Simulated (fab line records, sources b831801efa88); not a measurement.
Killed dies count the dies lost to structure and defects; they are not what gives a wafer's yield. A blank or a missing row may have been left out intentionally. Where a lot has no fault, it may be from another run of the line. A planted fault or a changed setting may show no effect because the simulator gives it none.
Chamber matching / flow sfq-line / pecvd-04 running SFQ_TRILAYER_I7_DEP_PECVD_183: 3 sister chambers
The step deposits SiO2 from SiH4/N2O, time 111.11 s, target thk 500 nm. 3 wafers are shown with their chamber, then 7 later ones without.

== EACH WAFER AND ITS CHAMBER ==
wafer=L678.6; chamber=0; heater-power-w (W)=85
wafer=L681.1; chamber=2; heater-power-w (W)=68
wafer=L681.4; chamber=1; heater-power-w (W)=109

== WAFERS MISSING THEIR CHAMBER ==
wafer=L681.6; heater-power-w (W)=81
wafer=L682.2; heater-power-w (W)=73
wafer=L682.3; heater-power-w (W)=74
wafer=L682.5; heater-power-w (W)=80
wafer=L686.1; heater-power-w (W)=84
wafer=L686.3; heater-power-w (W)=75
wafer=L686.5; heater-power-w (W)=85

== WHICH CHAMBER EACH ONE RAN IN ==
wafer=L681.6; from the rows above=can't be placed: 0 or 2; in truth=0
wafer=L682.2; from the rows above=can't be placed: 2 or 0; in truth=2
wafer=L682.3; from the rows above=can't be placed: 2 or 0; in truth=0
wafer=L682.5; from the rows above=can't be placed: 0 or 2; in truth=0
wafer=L686.1; from the rows above=0; in truth=0
wafer=L686.3; from the rows above=can't be placed: 2 or 0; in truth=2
wafer=L686.5; from the rows above=0; in truth=0
Placed correctly: 2 of 7. Unplaceable from these rows: 5, with the true chamber sitting among the candidates in 5. Placed wrongly: 0.
How it was worked out, from the rows above alone: a wafer's distance from a chamber is the root of the sum, over the readings, of the square of ((its reading less the chamber's mean) divided by the reading's scatter). The wafer belongs to the nearest chamber; if the next one is less than 2 further off, it can't be placed. For every chamber, the mean is computed from those of its wafers that are shown. The scatter (one wafer shown for each chamber): square how far every hidden wafer sits from the nearest shown wafer, average those squares and take the square root.
